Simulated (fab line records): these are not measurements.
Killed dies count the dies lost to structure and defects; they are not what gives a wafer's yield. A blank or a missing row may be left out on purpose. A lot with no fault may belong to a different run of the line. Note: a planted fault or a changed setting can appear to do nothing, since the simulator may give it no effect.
Which of the tools did it? || flow sky130 || 6 lots, 18 wafers sampled, at 3 steps of a route of 708

== WHAT THE GAUGES SHOWED, per wafer ==
SKY_NWELL_RS_MEAS_29: a four-point-probe measurement.
{"lot": "L509", "measured": "day 5 23:55", "on": "film metro-01", "NWELL_RS (ohm/sq)": "627.5 623.9 624.2"}
{"lot": "L512", "measured": "day 7 04:29", "on": "film metro-02", "NWELL_RS (ohm/sq)": "625.0 622.9 624.8"}
{"lot": "L515", "measured": "day 7 12:58", "on": "film metro-02", "NWELL_RS (ohm/sq)": "623.6 625.5 621.8"}
{"lot": "L524", "measured": "day 10 10:51", "on": "film metro-02", "NWELL_RS (ohm/sq)": "633.1 630.7 634.0"}
{"lot": "L526", "measured": "day 10 15:45", "on": "film metro-01", "NWELL_RS (ohm/sq)": "625.1 626.4 624.9"}
{"lot": "L529", "measured": "day 11 09:22", "on": "film metro-01", "NWELL_RS (ohm/sq)": "622.9 622.1 621.5"}

== TOOL THAT RAN EACH LOT (tool first, then ch and the chambers of the sampled wafers, then the start) ==
{"lot": "L509", "SKY_NWELL_IMPLANT_13": "implanter-02 ch 0, day 5 05:14", "SKY_NWELL_STRIP_14": "plasma asher-04 ch 0,1, day 5 05:23"}
{"lot": "L512", "SKY_NWELL_IMPLANT_13": "implanter-04 ch 0, day 6 09:43", "SKY_NWELL_STRIP_14": "plasma asher-04 ch 0,1, day 6 09:51"}
{"lot": "L515", "SKY_NWELL_IMPLANT_13": "implanter-01 ch 0, day 6 17:58", "SKY_NWELL_STRIP_14": "plasma asher-04 ch 0,1, day 6 18:05"}
{"lot": "L524", "SKY_NWELL_IMPLANT_13": "implanter-01 ch 0, day 9 11:53", "SKY_NWELL_STRIP_14": "plasma asher-04 ch 0,1, day 9 12:01"}
{"lot": "L526", "SKY_NWELL_IMPLANT_13": "implanter-02 ch 0, day 9 15:14", "SKY_NWELL_STRIP_14": "plasma asher-03 ch 0,1, day 9 15:22"}
{"lot": "L529", "SKY_NWELL_IMPLANT_13": "implanter-02 ch 0, day 10 09:43", "SKY_NWELL_STRIP_14": "plasma asher-03 ch 0,1, day 10 09:51"}
- SKY_NWELL_IMPLANT_13
- SKY_NWELL_STRIP_14: strips in O2/N2.

== THE ANSWER, worked out from the rows above alone ==
Rule: what is usual is taken from the lots themselves. The widest of any qualifying gaps counts: lots, ordered by their means at a reading, are off when they make up no more than a third of the lots, leave a main group of 4 or more, and stand apart from it by 3 or more times the standard deviation of that group's means. A main group is skipped when, at the precision printed for the reading in the tables above, its means are all equal. A lot without any number at a reading at which 4 lots or more have one is off too. Any other lot the step has rows for is counted as sound.
Off: L524, seen at SKY_NWELL_RS_MEAS_29 (NWELL_RS). For the main group the mean is 624.1 ohm/sq and the standard deviation 1.2.
If a tool, at a process step before that reading, ran all the lots that are off and no sound lot after the first of them, it fits. Gauges at SKY_NWELL_RS_MEAS_29: tried the same way as those tools. Can't be told from this: 3 tools fit, implanter-01 at SKY_NWELL_IMPLANT_13, plasma asher-04 at SKY_NWELL_STRIP_14, film metro-02 at SKY_NWELL_RS_MEAS_29.

== WHAT THE SIMULATOR HAD INSERTED ==
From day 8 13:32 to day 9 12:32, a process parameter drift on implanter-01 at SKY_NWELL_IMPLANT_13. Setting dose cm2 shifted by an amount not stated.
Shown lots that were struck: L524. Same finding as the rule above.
